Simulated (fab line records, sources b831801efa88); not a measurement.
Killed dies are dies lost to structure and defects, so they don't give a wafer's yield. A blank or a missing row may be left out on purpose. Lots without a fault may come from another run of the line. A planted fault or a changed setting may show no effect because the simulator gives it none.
fab line records | flow sfq_line
record lots=15 wafers=43 last_day=92
route steps=325 shown L0V@16
lots that met no fault: from a run of the same line without faults
start_h: hours from the record's first day to the start of the lot's first wafer shown | wait_h: hours since the lot's step before | " the same as in the row above | L1.1+2: a row that stands for several wafers | - no value, or no start given | * or withheld: withheld | < > ~ a bound
route shown NAME@n: a module of which the file shows steps, and the number in the route of the first | usual: mean/standard deviation of fault-free wafers | same: alike in all rows | chamber/n: place in a boat | sites: the reading at each site | _std_site: their standard deviation | _edge_site: outer sites' mean less inner sites' | radius_mm: how far each site lies from the wafer's centre | mask NAME#n: copy n | behind: the tool/chamber that last shaped the wafer | hold: why the lot was held/for how many hours/how that ended | device: the transistor (n, p or np) that didn't switch | end of line: the same wafers' tests at the end of the route | a step without rows: its recipe alone | killed: dies lost to structure and defects at the first sort, not the wafer's yield | map: a wafer's dies, x killed, . not, _ none there
set.NAME: the setting as run; set.NAME@STEP: as run at that earlier step | model.NAME: the simulator's own value behind a step, which no gauge read
steps of the route over a sample of lots; a table a step, a row a wafer
services: from which hour (start_h, from the record's first day; less than 0 if before it) a tool's chamber was out of use, for how many hours, and why
## steps
# step SFQ_TRILAYER_L0_CAP_PECVD_011
# recipe material=SiO2 temp_c=150 time_s=13.333 pressure_torr=2.4 rf_w=183.3 precursor=SiH4/N2O target_thk_nm=60
# usual chamber_pressure_Torr=2.399/0.0052 heater_power_w=86/18 throttle_valve_pct=25.0/0.69
# columns lot.wafer tool chamber start_h wait_h chamber_pressure_Torr heater_power_w throttle_valve_pct
L582.1 pecvd-03 1 86.07 0.0 2.403 113 25.8
L582.3 " 2 " " 2.400 77 25.1
L582.6 " 1 " " 2.403 116 25.6
L583.2 pecvd-02 2 87.27 0.0 2.397 73 24.9
L583.3 " 1 " " 2.411 90 23.4
L583.4 " 0 " " 2.393 61 25.1
L585.3 pecvd-01 2 96.87 0.0 2.401 53 25.4
L585.4 " 0 " " 2.403 101 24.2
L585.6 " 1 " " 2.401 95 24.8
L588.1 pecvd-02 2 118.15 0.0 2.403 84 24.9
L588.3 " 0 " " 2.411 51 25.3
L590.1 pecvd-02 2 127.76 0.0 2.408 82 25.1
L590.3 " 0 " " 2.401 57 25.0
L590.4 " 0 " " 2.401 57 25.4
L592.3 pecvd-02 1 137.35 0.0 2.400 77 23.2
L592.4 " 0 " " 2.406 63 25.3
L595.3 pecvd-03 2 151.76 0.0 2.404 69 25.0
L595.4 " 1 " " 2.396 105 25.7
L595.6 " 2 " " 2.398 66 24.9
L596.1 pecvd-03 1 157.75 0.0 2.401 111 25.8
L596.3 " 2 " " 2.420 81 24.9
L596.5 " 2 " " 2.413 81 25.1
L597.3 pecvd-01 2 165.42 0.0 2.403 54 25.7
L597.5 " 1 " " 2.401 99 24.6
L597.6 " 0 " " 2.390 90 24.4
L598.3 pecvd-01 2 174.53 0.0 2.402 65 25.6
L598.4 " 0 " " 2.389 95 24.6
L598.5 " 1 " " 2.397 104 24.5
L599.1 pecvd-03 1 179.84 0.0 2.397 115 25.9
L599.3 " 0 " " 2.406 105 25.7
L599.6 " 2 " " 2.397 75 25.2
L600.1 pecvd-01 0 185.39 0.0 2.391 106 24.6
L600.3 " 1 " " 2.399 105 24.9
L600.5 " 1 " " 2.392 108 24.8
L603.2 pecvd-01 0 202.77 0.0 2.388 97 24.6
L603.3 " 2 " " 2.402 67 25.6
L603.4 " 0 " " 2.399 95 24.6
L604.1 pecvd-02 1 207.57 0.0 2.403 84 23.6
L604.3 " 2 " " 2.398 81 25.2
L604.4 " 2 " " 2.397 81 25.1
L605.2 pecvd-02 2 210.99 0.0 2.401 83 25.4
L605.5 " 1 " " 2.397 82 23.5
L605.6 " 0 " " 2.402 64 25.4
# step SFQ_TRILAYER_L0_VIA_ETCH_VIA_ETCH_016
# recipe target=SiO2 stop_on=MoNx_KI mask_material=PR chemistry=CHF3 target_depth_nm=80 source_w=500 bias_w=80 pressure_mtorr=30 time_s=withheld
# usual drypump_motor_current_A=5.4/0.52 oes_product_au=0.842/0.0073
# columns lot.wafer tool chamber start_h wait_h drypump_motor_current_A oes_product_au
L582.1 rie_diel-04 1 160.54 0.0 5.3 0.837
L582.3 " 3 " " 6.0 0.849
L582.6 " 2 " " 5.3 0.850
L583.2 rie_diel-02 3 162.21 0.0 5.9 0.841
L583.3 " 1 " " 5.0 0.831
L583.4 " 1 " " 5.0 0.849
L585.3 rie_diel-02 1 176.61 0.0 5.0 0.841
L585.4 " 1 " " 5.0 0.843
L585.6 " 3 " " 5.8 0.846
L588.1 rie_diel-02 0 202.99 0.0 5.5 0.826
L588.3 " 2 " " 5.0 0.805
L590.1 rie_diel-03 1 211.39 0.0 5.0 0.832
L590.3 " 3 " " 4.7 0.812
L590.4 " 2 " " 5.7 0.815
L592.3 rie_diel-02 2 222.29 0.0 5.0 0.800
L592.4 " 0 " " 5.5 0.810
L595.3 rie_diel-02 3 237.89 0.0 5.8 0.841
L595.4 " 0 " " 5.5 0.847
L595.6 " 2 " " 5.0 0.839
L596.1 rie_diel-03 1 246.29 0.0 5.0 0.849
L596.3 " 2 " " 5.7 0.840
L596.5 " 2 " " 5.7 0.845
L597.3 rie_diel-03 3 257.09 0.0 4.7 0.832
L597.5 " 0 " " 6.5 0.836
L597.6 " 3 " " 4.7 0.842
L598.3 rie_diel-03 2 265.49 0.0 5.8 0.840
L598.4 " 1 " " 5.0 0.850
L598.5 " 1 " " 5.0 0.847
L599.1 rie_diel-03 1 274.01 0.0 5.0 0.842
L599.3 " 3 " " 4.7 0.850
L599.6 " 3 " " 4.7 0.856
L600.1 rie_diel-02 0 278.49 0.0 5.5 0.842
L600.3 " 1 " " 5.0 0.830
L600.5 " 1 " " 5.0 0.838
L603.2 rie_diel-03 1 299.96 0.0 5.0 0.833
L603.3 " 3 " " 4.7 0.848
L603.4 " 0 " " 6.5 0.855
L604.1 rie_diel-02 3 307.16 0.0 5.8 0.844
L604.3 " 2 " " 5.0 0.837
L604.4 " 1 " " 5.0 0.850
L605.2 rie_diel-02 3 314.36 0.0 5.9 0.835
L605.5 " 1 " " 5.0 0.845
L605.6 " 0 " " 5.5 0.841
## services
# columns tool chamber start_h hours kind
rie_diel-03 0 82.33 7.1 repair
rie_diel-03 - 104.75 2.8 pm
rie_diel-03 2 127.90 6.5 repair
rie_diel-02 - 131.54 15.6 pm
pecvd-03 0 131.77 2.3 repair
pecvd-03 0 144.66 8.5 repair
rie_diel-03 2 144.82 1.8 repair
rie_diel-02 2 150.39 52.5 repair
rie_diel-03 0 166.15 1.6 repair
rie_diel-03 - 166.93 0.7 repair
pecvd-02 1 171.92 18.3 repair
pecvd-01 - 174.67 6.0 pm
pecvd-03 2 183.65 12.7 repair
pecvd-03 - 194.25 14.0 pm
pecvd-03 - 196.49 0.6 repair
rie_diel-02 0 198.23 2.0 repair
pecvd-03 - 212.42 0.6 repair
rie_diel-02 2 216.32 4.4 repair
rie_diel-03 2 224.86 3.7 repair
rie_diel-03 0 239.54 11.6 repair
pecvd-03 - 276.44 0.7 repair
rie_diel-02 - 276.77 0.5 repair
pecvd-01 - 286.89 2.8 pm
rie_diel-03 2 297.06 44.8 repair
## key
first_sign step=SFQ_TRILAYER_L0_VIA_ETCH_VIA_ETCH_016 reading=oes_product_au direction=down sigmas=4.6 usual=0.842 struck=0.808
effect none on later readings
met_at SFQ_TRILAYER_L0_CAP_PECVD_011
struck_lots L588,L590,L592
struck_wafers L588.3,L590.3,L590.4,L592.3,L592.4
onset_between 87.27 118.15
fault kind=process_parameter_drift tool=pecvd-02 chamber=- onset_h=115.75 steps=SFQ_TRILAYER_L0_CAP_PECVD_011 channel=target_thk_nm offset=-3.8197 shape=step end_h=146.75 scope=struck_wafers_only acts_in=these_recipes_only stated=60
